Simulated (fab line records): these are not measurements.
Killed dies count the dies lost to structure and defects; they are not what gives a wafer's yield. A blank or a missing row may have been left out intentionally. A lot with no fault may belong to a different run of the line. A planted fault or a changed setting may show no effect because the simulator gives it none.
The tool behind it: which one? | flow sky130 | 36 wafers sampled from 12 lots at 1 step of a route of 708

## WHAT THE GAUGES SHOWED, per wafer
SKY_SONOS_TUNNEL_TW_MEAS_12.
lot  | measured     | on            | SONOS_TUNNEL_TW
L075 | day 11 18:29 | film metro-04 | 196.2 197.6 197.0
L077 | day 12 09:53 | film metro-03 | 197.1 198.1 197.3
L079 | day 13 00:11 | film metro-02 | 192.3 192.5 193.6
L081 | day 13 18:05 | film metro-04 | 195.0 195.2 196.3
L083 | day 14 12:18 | film metro-02 | 193.0 193.0 193.3
L085 | day 14 20:50 | film metro-03 | 198.5 199.4 198.4
L087 | day 15 19:56 | film metro-02 | 193.7 194.4 193.2
L089 | day 16 18:12 | film metro-02 | 193.3 193.8 193.1
L091 | day 17 01:47 | film metro-03 | 198.0 199.3 198.8
L093 | day 17 13:10 | film metro-03 | 200.3 198.8 198.2
L095 | day 18 09:01 | film metro-04 | 195.7 195.7 195.2
L097 | day 19 00:28 | film metro-02 | 192.7 192.6 194.2

## WHAT TOOL EACH LOT RAN ON (gives the tool, then ch and the chambers of the sampled wafers, and finally the start)
No process step before these readings appears in the record.

## THE ANSWER, worked out from the rows above alone
Rule: the usual values come from the lots themselves. Put in order of their means at a reading, lots are off if they are a third of the lots or fewer, leave a main group of 4 or more, and stand apart from it by a gap of 3 or more times the standard deviation of the main group's means; of several such gaps the widest counts. If all means in a main group match to the digits the tables above print for the reading, that group is not used. A lot without any number at a reading at which 4 lots or more have one is off too. Where the step has rows for the other lots, those lots are counted as sound.
No lot is off on any of the readings shown, so nothing can be concluded from this.

## WHAT HAD BEEN PUT IN BY THE SIMULATOR
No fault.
